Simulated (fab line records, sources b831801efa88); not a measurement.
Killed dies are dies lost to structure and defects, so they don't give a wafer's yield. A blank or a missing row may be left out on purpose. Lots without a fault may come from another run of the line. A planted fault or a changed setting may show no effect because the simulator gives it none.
Which tool did it? | flow gf180mcu | 14 lots, 42 wafers sampled, at 3 steps of a route of 602

WHAT THE GAUGES READ, wafer by wafer
GF_STI_THK_MEAS_02.
lot  | measured    | on            | STI_OXIDATION_THK (nm)
L271 | day 1 11:53 | film_metro-01 | 10.46 10.53 10.57
L272 | day 1 22:58 | film_metro-03 | 9.88 9.92 10.06
L273 | day 1 22:58 | film_metro-01 | 10.22 10.32 10.27
L274 | day 2 05:53 | film_metro-04 | 10.04 10.25 10.16
L275 | day 2 13:27 | film_metro-04 | 10.09 10.21 10.20
L276 | day 2 13:27 | film_metro-03 | 10.00 10.14 10.06
L277 | day 2 21:48 | film_metro-03 | 10.10 9.94 9.74
L279 | day 3 03:32 | film_metro-04 | 10.27 10.18 10.27
L280 | day 3 08:54 | film_metro-04 | 10.08 10.32 9.97
L283 | day 3 23:31 | film_metro-04 | 9.95 10.29 10.19
L286 | day 4 14:31 | film_metro-03 | 9.74 9.75 9.81
L291 | day 5 15:31 | film_metro-03 | 9.72 9.66 9.89
L292 | day 5 20:31 | film_metro-03 | 9.97 9.98 9.85
L293 | day 6 01:41 | film_metro-03 | 9.76 9.78 9.79

GF_NWELL_TW_MEAS_11.
lot  | measured    | on            | NWELL_TW
L271 | day 3 17:11 | film_metro-02 | 1582 1593 1586
L272 | day 4 01:55 | film_metro-01 | 1574 1586 1571
L273 | day 4 01:31 | film_metro-04 | 1548 1550 1566
L274 | day 4 04:28 | film_metro-04 | 1554 1550 1550
L275 | day 4 10:04 | film_metro-01 | 1580 1566 1572
L276 | day 4 10:34 | film_metro-04 | 1548 1555 1555
L277 | day 5 00:20 | film_metro-02 | 1597 1590 1590
L279 | day 5 01:35 | film_metro-04 | 1545 1536 1542
L280 | day 5 09:17 | film_metro-02 | 1595 1599 1593
L283 | day 6 00:28 | film_metro-01 | 1571 1569 1574
L286 | day 6 18:27 | film_metro-02 | 1602 1601 1602
L291 | day 7 21:59 | film_metro-01 | 1569 1580 1586
L292 | day 8 02:30 | film_metro-02 | 1600 1584 1589
L293 | day 8 07:58 | film_metro-04 | 1538 1547 1546

WHICH TOOL RAN EACH LOT (tool, then ch and the chambers of the sampled wafers, then the start)
lot  | GF_STI_WET_ETCH_28
L271 | wet_bench-04 ch 3, day 2 07:35
L272 | wet_bench-03 ch 3, day 2 20:43
L273 | wet_bench-03 ch 2, day 2 20:21
L274 | wet_bench-04 ch 3, day 3 00:02
L275 | wet_bench-03 ch 2, day 3 05:07
L276 | wet_bench-04 ch 1, day 3 05:44
L277 | wet_bench-03 ch 0, day 3 18:16
L279 | wet_bench-04 ch 0, day 3 22:02
L280 | wet_bench-03 ch 0, day 4 03:13
L283 | wet_bench-01 ch 2, day 4 18:11
L286 | wet_bench-01 ch 2, day 5 11:40
L291 | wet_bench-03 ch 1, day 6 11:50
L292 | wet_bench-03 ch 3, day 6 17:18
L293 | wet_bench-04 ch 3, day 6 22:10
- GF_STI_WET_ETCH_28: etches SiO2 in dHF, target depth 20 nm, time 40 s.

WHAT THE TOOLS THEMSELVES READ (means of the sampled wafers that have a number; where no wafer has one, the mark that the record gives instead)
GF_STI_WET_ETCH_28.
lot  | tool         | run_length_s (s)
L271 | wet_bench-04 | 65.6
L272 | wet_bench-03 | 66.8
L273 | wet_bench-03 | 66.6
L274 | wet_bench-04 | 71.7
L275 | wet_bench-03 | 66.5
L276 | wet_bench-04 | 71.0
L277 | wet_bench-03 | 72.0
L279 | wet_bench-04 | 64.9
L280 | wet_bench-03 | 65.1
L283 | wet_bench-01 | 71.2
L286 | wet_bench-01 | 66.8
L291 | wet_bench-03 | 33.7
L292 | wet_bench-03 | 33.2
L293 | wet_bench-04 | 66.1

THE ANSWER, worked out from the rows above alone
Rule: what is usual is taken from the lots themselves. Put in order of their means at a reading, lots are off if they are a third of the lots or fewer, leave a main group of 4 or more, and stand apart from it by a gap of 3 or more times the standard deviation of the main group's means; of several such gaps the widest counts. A main group whose means are all the same, to the digits that the tables above print for the reading, isn't used. A lot without any number at a reading at which 4 lots or more have one is off too. The other lots that the step has rows for count as sound. The gauges are gone through in route order, then the tools' own readings, and for those a lot's mean is taken as printed above. The first step at which some lot is off is used, and at that step the reading that is off furthest; a lot without a number counts as furthest.
Off: L291, L292, at GF_STI_WET_ETCH_28 (run_length_s). The main group: mean 67.9 s, standard deviation 2.6.
A tool fits if, at that step or a process step before it, it ran every lot that is off, and no sound lot after the first of them. One fits: wet_bench-03 at GF_STI_WET_ETCH_28. Its last sound lot is L280 (day 4 03:13), its first lot that is off L291 (day 6 11:50): a fault that began between those two fits.
The tool's own readings at GF_STI_WET_ETCH_28 bear it out: on the lots that are off they differ by more than 5 times the standard deviation of the sound lots' means. run_length_s reads 33.5 s there against 67.9 s on the sound lots.

WHAT THE SIMULATOR HAD PUT IN
Process parameter drift: wet_bench-03, from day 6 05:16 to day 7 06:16, at GF_STI_WET_ETCH_28. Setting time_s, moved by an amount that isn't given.
Lots struck among those shown: L291, L292. The rule above found the same.
